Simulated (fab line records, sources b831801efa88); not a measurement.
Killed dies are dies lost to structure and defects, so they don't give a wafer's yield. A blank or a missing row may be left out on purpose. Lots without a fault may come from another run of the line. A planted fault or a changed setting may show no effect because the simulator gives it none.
Tool commonality check | flow gf180mcu | 13 lots, 39 wafers sampled

WHY IT WAS OPENED
At GF_HV_LDD_RS_MEAS_53 the reading HV_LDD_RS is flagged on 2 of 13 lots. Wafers without a fault read 419.1 ohm/sq, standard deviation 0.97.
Rule: a lot is flagged when every wafer of it that has a number lies more than 4 standard deviations from that mean, or none has a number. The other lots count as sound.

lot  | measured     | on            | HV_LDD_RS (ohm/sq), wafer by wafer | flag
L905 | day 12 09:43 | film_metro-01 | 417.5 418.1 418.7                  |
L907 | day 12 18:42 | film_metro-01 | 419.1 419.4 418.0                  |
L909 | day 13 15:13 | film_metro-04 | 420.4 419.9 419.4                  |
L910 | day 14 00:37 | film_metro-04 | 419.3 419.9 419.7                  |
L911 | day 14 14:07 | film_metro-02 | 418.0 420.2 418.8                  |
L914 | day 15 10:44 | film_metro-01 | 418.3 418.9 419.6                  |
L915 | day 15 17:02 | film_metro-04 | 419.6 419.6 419.9                  |
L919 | day 16 20:17 | film_metro-04 | 419.0 419.9 420.5                  |
L921 | day 17 10:19 | film_metro-04 | 418.3 418.4 419.1                  |
L922 | day 17 18:28 | film_metro-02 | 411.2 412.4 411.7                  | FLAGGED
L924 | day 18 09:00 | film_metro-01 | 409.4 409.6 409.8                  | FLAGGED
L925 | day 18 16:14 | film_metro-04 | 419.6 417.7 418.0                  |
L926 | day 19 01:05 | film_metro-04 | 419.3 419.4 419.8                  |
The numbers of the flagged lots are 410.7 ohm/sq on average: -8.4 ohm/sq against the usual, or -9 standard deviations.

WHICH TOOL RAN EACH LOT
The record holds 2 process steps before the reading, out of a route of 602 steps. In each cell: the tool, then ch and the chambers that the sampled wafers went through, then the start.
lot  | flag    | GF_HV_LDD_STRIP_10                   | GF_HV_LDD_IMPLANT_35
L905 |         | plasma_asher-01 ch 0,1, day 10 03:35 | implanter-02 ch 0, day 11 15:12
L907 |         | plasma_asher-04 ch 0,1, day 10 10:44 | implanter-02 ch 0, day 11 22:42
L909 |         | plasma_asher-01 ch 0,1, day 11 04:47 | implanter-02 ch 0, day 12 18:50
L910 |         | plasma_asher-02 ch 0,1, day 11 13:45 | implanter-01 ch 0, day 13 03:50
L911 |         | plasma_asher-02 ch 0,1, day 12 01:53 | implanter-02 ch 0, day 13 16:48
L914 |         | plasma_asher-02 ch 0,1, day 12 20:11 | implanter-01 ch 0, day 14 12:49
L915 |         | plasma_asher-04 ch 0,1, day 13 03:05 | implanter-02 ch 0, day 14 19:34
L919 |         | plasma_asher-02 ch 0,1, day 14 03:11 | implanter-01 ch 0, day 15 22:13
L921 |         | plasma_asher-02 ch 0,1, day 14 16:17 | implanter-03 ch 0, day 16 11:23
L922 | FLAGGED | plasma_asher-04 ch 0,1, day 15 00:10 | implanter-02 ch 0, day 16 19:25
L924 | FLAGGED | plasma_asher-04 ch 0,1, day 15 12:22 | implanter-02 ch 0, day 17 08:47
L925 |         | plasma_asher-01 ch 1, day 15 19:44   | implanter-01 ch 0, day 17 15:49
L926 |         | plasma_asher-04 ch 0,1, day 16 03:38 | implanter-01 ch 0, day 18 00:16
What these steps do:
- GF_HV_LDD_STRIP_10: strips in O2/N2.
- GF_HV_LDD_IMPLANT_35
- GF_HV_LDD_RS_MEAS_53: measures by four-point-probe.

FLAGGED OVER TOTAL, TOOL BY TOOL (the gauges that took the reading come last)
step                 | tool            | lots run | flagged | share of the flagged lots | sound lots run after its first flagged lot
GF_HV_LDD_STRIP_10   | plasma_asher-01 | 3        | 0       | none                      | -
GF_HV_LDD_STRIP_10   | plasma_asher-02 | 5        | 0       | none                      | -
GF_HV_LDD_STRIP_10   | plasma_asher-04 | 5        | 2       | all                       | 1 (L926)
GF_HV_LDD_IMPLANT_35 | implanter-01    | 5        | 0       | none                      | -
GF_HV_LDD_IMPLANT_35 | implanter-02    | 7        | 2       | all                       | 0
GF_HV_LDD_IMPLANT_35 | implanter-03    | 1        | 0       | none                      | -
GF_HV_LDD_RS_MEAS_53 | film_metro-01   | 4        | 1       | some                      | 0
GF_HV_LDD_RS_MEAS_53 | film_metro-02   | 2        | 1       | some                      | 0
GF_HV_LDD_RS_MEAS_53 | film_metro-04   | 7        | 0       | none                      | -

WHAT THE TABLE ALLOWS
2 rows of the table ran every flagged lot: plasma_asher-04 at GF_HV_LDD_STRIP_10, implanter-02 at GF_HV_LDD_IMPLANT_35.
- plasma_asher-04 at GF_HV_LDD_STRIP_10: 2 of its 5 lots flagged. Sound lots ran on it after the first flagged one (L926), which a lasting fault on the whole tool wouldn't allow.
- implanter-02 at GF_HV_LDD_IMPLANT_35: 2 of its 7 lots flagged. Its last sound lot is L915 (day 14 19:34), its first flagged lot L922 (day 16 19:25): a fault that began between those two fits. Its own readings lie more than 4 standard deviations out on every wafer of the flagged lots: beam_energy_keV.
One tool is left: implanter-02 at GF_HV_LDD_IMPLANT_35.

WHAT THE SIMULATOR HAD PUT IN
Process parameter drift: implanter-02, from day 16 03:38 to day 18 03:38, at GF_HV_LDD_IMPLANT_35. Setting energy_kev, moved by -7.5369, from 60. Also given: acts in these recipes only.
Lots struck among those shown: L922, L924. The rule above found the same.
